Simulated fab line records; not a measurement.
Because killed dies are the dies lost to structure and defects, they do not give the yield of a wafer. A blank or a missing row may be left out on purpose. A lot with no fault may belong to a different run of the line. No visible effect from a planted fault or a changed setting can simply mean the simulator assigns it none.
2 desks, one fault + flow gf180mcu + only its own numbers are on each desk; what lay behind them is given at the end

METROLOGY DESK
What the gauges read for every lot (on any tool): the sampled wafers with a number, averaged. Any lot whose mean is over 4 standard deviations away from the usual mean is out of limits and marked OUT; that distance is given in the brackets.
Columns: A = CONTACT_BOW at GF_CONTACT_BOW_MEAS_05, usual 65 um; B = CONTACT_W_RS at GF_CONTACT_RS_MEAS_25, usual 0.385 ohm/sq; C = M1_ALCU_RS at GF_M1_RS_MEAS_05, usual 0.0696 ohm/sq; D = M1_ALCU_THK at GF_M1_THK_MEAS_06, usual 444 nm
| lot  | first seen here | A  | B     | C                | D             |
|------|-----------------|----|-------|------------------|---------------|
| L253 | day 15 07:42    | 72 | 0.381 | 0.0691           | 444           |
| L255 | day 15 22:52    | 68 | 0.385 | 0.0689           | 444           |
| L258 | day 17 06:14    | 68 | 0.382 | 0.0702           | 442           |
| L260 | day 17 16:32    | 58 | 0.384 | 0.0691           | 451           |
| L261 | day 17 22:33    | 63 | 0.384 | 0.0709           | 437           |
| L262 | day 18 11:38    | 71 | 0.384 | 0.0695           | 447           |
| L263 | day 19 03:50    | 66 | 0.382 | 0.0707           | 438           |
| L264 | day 19 08:20    | 64 | 0.379 | 0.0689           | 448           |
| L266 | day 20 00:21    | 68 | 0.388 | 0.0608 (-11) OUT | 507 (+11) OUT |
| L268 | day 20 18:01    | 65 | 0.387 | 0.0610 (-11) OUT | 504 (+11) OUT |
| L275 | day 22 19:47    | 69 | 0.378 | 0.0693           | 445           |
| L276 | day 23 04:55    | 64 | 0.387 | 0.0697           | 442           |
This desk reports L266, L268 out of limits; the earliest was L266 at day 21 01:26 (M1_ALCU_RS at GF_M1_RS_MEAS_05). L253, L255, L258, L260, L261, L262, L263, L264, L275, L276: within limits.

FOR THE TOOL OWNER'S DESK: pvd-sputter-04
The tool's own readings at GF_M1_SPUTTER_02 (material AlCu, target thk 450 nm, time 23.9 s): means of the sampled wafers that have a number, for each lot that ran on this tool. Any lot whose mean is over 4 standard deviations away from the usual mean is out of limits and marked OUT; that distance is given in the brackets.
Columns: A = cathode-dc-power-W at GF_M1_SPUTTER_02, usual 10600 W; B = throttle-valve-pct at GF_M1_SPUTTER_02, usual 29.9 %
| lot  | first seen here | A                       | B    |
|------|-----------------|-------------------------|------|
| L255 | day 16 22:53    | 10600                   | 28.8 |
| L261 | day 18 23:29    | 10599                   | 29.8 |
| L262 | day 19 13:51    | 10600                   | 29.2 |
| L266 | day 21 01:19    | 12216 (+99 or more) OUT | 29.7 |
| L268 | day 21 19:28    | 12216 (+99 or more) OUT | 30.2 |
| L276 | day 24 04:58    | 10599                   | 29.5 |
Finding of this desk: L266, L268 out of limits; the first was L266 at day 21 01:19, on cathode-dc-power-W at GF_M1_SPUTTER_02. L255, L261, L262, L276: within limits.

TAKEN TOGETHER
An alarm could have come from the tool owner's desk at day 21 01:19, on L266, L268.
Metrology desk: alarm possible at day 21 01:26 on L266, L268.
The lots listed all ran GF_M1_SPUTTER_02 on pvd-sputter-04.

WHAT THE SIMULATOR HAD PUT IN
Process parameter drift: pvd-sputter-04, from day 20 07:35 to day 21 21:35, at GF_M1_SPUTTER_02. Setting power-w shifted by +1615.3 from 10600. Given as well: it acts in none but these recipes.
Shown lots that were struck: L266, L268.
Time in hours from fault onset to the first out-of-limits reading at each desk: tool owner's desk 18, metrology desk 18.
